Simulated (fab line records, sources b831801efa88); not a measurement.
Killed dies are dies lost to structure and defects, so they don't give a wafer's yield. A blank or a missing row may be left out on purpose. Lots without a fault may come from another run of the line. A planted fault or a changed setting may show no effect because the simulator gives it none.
Split-lot experiment | flow sfq_line | 5 lots, 23 wafers read, on a route of 325 steps

THE SPLIT
At SFQ_TRILAYER_JJ_CE_LITHO_COAT_114 (resist thk 600 nm), the setting resist_thk_nm was moved away from the recipe's 600 nm on 9 of the 23 wafers read, by +2.5% to +4.9%. The other wafers ran this setting at the recipe's value.

The reading is taken at the split's own step.

THE READING
KrF_of_TRILAYER_JJ_CE_LITHO_COAT_114.thk_nm (the simulator's own value, which no gauge read), in nm, at SFQ_TRILAYER_JJ_CE_LITHO_COAT_114 (resist thk 600 nm). The file gives no usual value for it. The 14 wafers here that ran the recipe average 601.0 nm, standard deviation 1.8 nm.

wafer  | tool, chamber at the split | resist_thk_nm as run, nm | against the recipe | KrF_of_TRILAYER_JJ_CE_LITHO_COAT_114.thk_nm, nm | against lot-mates on the recipe
L076.1 | litho_track-03, 0          | 600                      | recipe             | 602.8                                           | -
L076.2 | litho_track-03, 0          | 614.8                    | +2.5%              | 618.6                                           | +16.1
L076.3 | litho_track-03, 0          | 600                      | recipe             | 602.3                                           | -
L076.4 | litho_track-03, 0          | 614.8                    | +2.5%              | 617.7                                           | +15.2
L076.5 | litho_track-03, 0          | 614.8                    | +2.5%              | 617.3                                           | +14.8
L077.1 | litho_track-02, 0          | 622.9                    | +3.8%              | 622.5                                           | +23.1
L077.2 | litho_track-02, 0          | 622.9                    | +3.8%              | 622                                             | +22.6
L077.3 | litho_track-02, 0          | 622.9                    | +3.8%              | 622.2                                           | +22.8
L077.4 | litho_track-02, 0          | 600                      | recipe             | 600                                             | -
L077.6 | litho_track-02, 0          | 600                      | recipe             | 598.8                                           | -
L080.1 | litho_track-02, 0          | 600                      | recipe             | 601.9                                           | -
L080.3 | litho_track-02, 0          | 600                      | recipe             | 602                                             | -
L080.6 | litho_track-02, 0          | 600                      | recipe             | 602.5                                           | -
L083.1 | litho_track-02, 0          | 600                      | recipe             | 598.8                                           | -
L083.3 | litho_track-02, 0          | 600                      | recipe             | 598.8                                           | -
L083.4 | litho_track-02, 0          | 600                      | recipe             | 598.3                                           | -
L083.5 | litho_track-02, 0          | 600                      | recipe             | 599.9                                           | -
L083.6 | litho_track-02, 0          | 600                      | recipe             | 601.5                                           | -
L084.1 | litho_track-02, 0          | 629.4                    | +4.9%              | 631.1                                           | +27.7
L084.2 | litho_track-02, 0          | 600                      | recipe             | 604.3                                           | -
L084.4 | litho_track-02, 0          | 629.4                    | +4.9%              | 630.8                                           | +27.4
L084.5 | litho_track-02, 0          | 600                      | recipe             | 602.5                                           | -
L084.6 | litho_track-02, 0          | 629.4                    | +4.9%              | 631.5                                           | +28.1

THE FIT
A straight line over all 23 wafers: KrF_of_TRILAYER_JJ_CE_LITHO_COAT_114.thk_nm changes by +6.02 nm for each +1% of resist_thk_nm; r = +0.99; the points scatter about the line by 1.8 nm.
The same after taking each lot's own level away (the mean of its wafers on the recipe; 23 wafers): +5.81 nm for each +1%; r = +1.00; scatter 0.87 nm.
On that fit, the largest move of resist_thk_nm shifts the reading by 28 nm.
The lots' own levels span 599.40 to 603.40 nm, that is 2.2 times the standard deviation above.
So the lot-to-lot level changes the slope little: the two slopes agree.
Check: with one of the wafers moved furthest among these (+4.9%) left out of the fit, the line predicts +28.8 nm for it against its lot-mates. It came out at +27.7 nm against them.

OTHER SPLITS ON THESE WAFERS
These wafers also went through other splits before the reading. Each is held against what the fit with the lots' levels taken away leaves over:
other split on the same wafers                    | wafers away from the commonest value | r with KrF_of_TRILAYER_JJ_CE_LITHO_COAT_114.thk_nm (lot level and that fit taken away)
SFQ_TRILAYER_I4_VIA_BARC_OPEN_VIA_ETCH_146 time_s | 8                                    | -0.07

THE FILE'S OWN FIT
KrF_of_TRILAYER_JJ_CE_LITHO_COAT_114.thk_nm changes by +5.84 nm for each +1% of resist_thk_nm, r = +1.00.
